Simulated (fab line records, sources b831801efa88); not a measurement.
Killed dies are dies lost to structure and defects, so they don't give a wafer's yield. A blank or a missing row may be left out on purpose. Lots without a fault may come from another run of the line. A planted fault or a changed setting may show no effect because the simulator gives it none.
Split-lot experiment | flow sfq_line | 5 lots, 23 wafers read, on a route of 325 steps

THE SPLIT
At SFQ_TRILAYER_M4_LITHO_COAT_098 (resist thk 62 nm), the setting spin_rpm was moved away from the recipe's 3000 rpm on 7 of the 23 wafers read, by -6.0% to +5.7%. The other wafers ran this setting at the recipe's value.

The reading is taken at the split's own step.

THE READING
BARC_of_TRILAYER_M4_LITHO_COAT_098.thk_nm (the simulator's own value, which no gauge read), in nm, at SFQ_TRILAYER_M4_LITHO_COAT_098 (resist thk 62 nm). The file gives no usual value for it. The 16 wafers here that ran the recipe average 62.03 nm, standard deviation 0.16 nm.

wafer  | tool, chamber at the split | spin_rpm as run, rpm | against the recipe | BARC_of_TRILAYER_M4_LITHO_COAT_098.thk_nm, nm | against lot-mates on the recipe
L074.2 | litho_track-01, 0          | 3000                 | recipe             | 62.05                                         | -
L074.4 | litho_track-01, 0          | 3000                 | recipe             | 61.8                                          | -
L074.5 | litho_track-01, 0          | 3000                 | recipe             | 62.03                                         | -
L076.2 | litho_track-02, 0          | 2819                 | -6.0%              | 64.32                                         | +2.02
L076.3 | litho_track-02, 0          | 2819                 | -6.0%              | 64.17                                         | +1.88
L076.4 | litho_track-02, 0          | 3000                 | recipe             | 62.17                                         | -
L076.5 | litho_track-02, 0          | 2819                 | -6.0%              | 64.35                                         | +2.05
L076.6 | litho_track-02, 0          | 3000                 | recipe             | 62.42                                         | -
L078.1 | litho_track-01, 0          | 3000                 | recipe             | 62.07                                         | -
L078.2 | litho_track-01, 0          | 3000                 | recipe             | 62.18                                         | -
L078.3 | litho_track-01, 0          | 3000                 | recipe             | 61.84                                         | -
L078.4 | litho_track-01, 0          | 3000                 | recipe             | 62.06                                         | -
L078.5 | litho_track-01, 0          | 3000                 | recipe             | 62.16                                         | -
L080.2 | litho_track-01, 0          | 3170                 | +5.7%              | 60.28                                         | -1.74
L080.3 | litho_track-01, 0          | 3000                 | recipe             | 62.05                                         | -
L080.4 | litho_track-01, 0          | 3000                 | recipe             | 62.09                                         | -
L080.5 | litho_track-01, 0          | 3000                 | recipe             | 61.91                                         | -
L080.6 | litho_track-01, 0          | 3170                 | +5.7%              | 60.32                                         | -1.70
L083.1 | litho_track-04, 0          | 3000                 | recipe             | 61.85                                         | -
L083.3 | litho_track-04, 0          | 3000                 | recipe             | 61.93                                         | -
L083.4 | litho_track-04, 0          | 3000                 | recipe             | 61.8                                          | -
L083.5 | litho_track-04, 0          | 3102                 | +3.4%              | 60.83                                         | -1.03
L083.6 | litho_track-04, 0          | 3102                 | +3.4%              | 60.68                                         | -1.18

THE FIT
A straight line over all 23 wafers: BARC_of_TRILAYER_M4_LITHO_COAT_098.thk_nm changes by -0.351 nm for each +1% of spin_rpm; r = -0.99; the points scatter about the line by 0.17 nm.
The same after taking each lot's own level away (the mean of its wafers on the recipe; 23 wafers): -0.32 nm for each +1%; r = -0.99; scatter 0.1 nm.
On that fit, the largest move of spin_rpm shifts the reading by 1.9 nm.
The lots' own levels span 61.860 to 62.295 nm, that is 2.7 times the standard deviation above.
So the lot-to-lot level changes the slope little: the two slopes agree.
Check: with one of the wafers moved furthest among these (-6.0%) left out of the fit, the line predicts +1.92 nm for it against its lot-mates. It came out at +2.02 nm against them.

THE FILE'S OWN FIT
BARC_of_TRILAYER_M4_LITHO_COAT_098.thk_nm changes by -0.318 nm for each +1% of spin_rpm, r = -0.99.
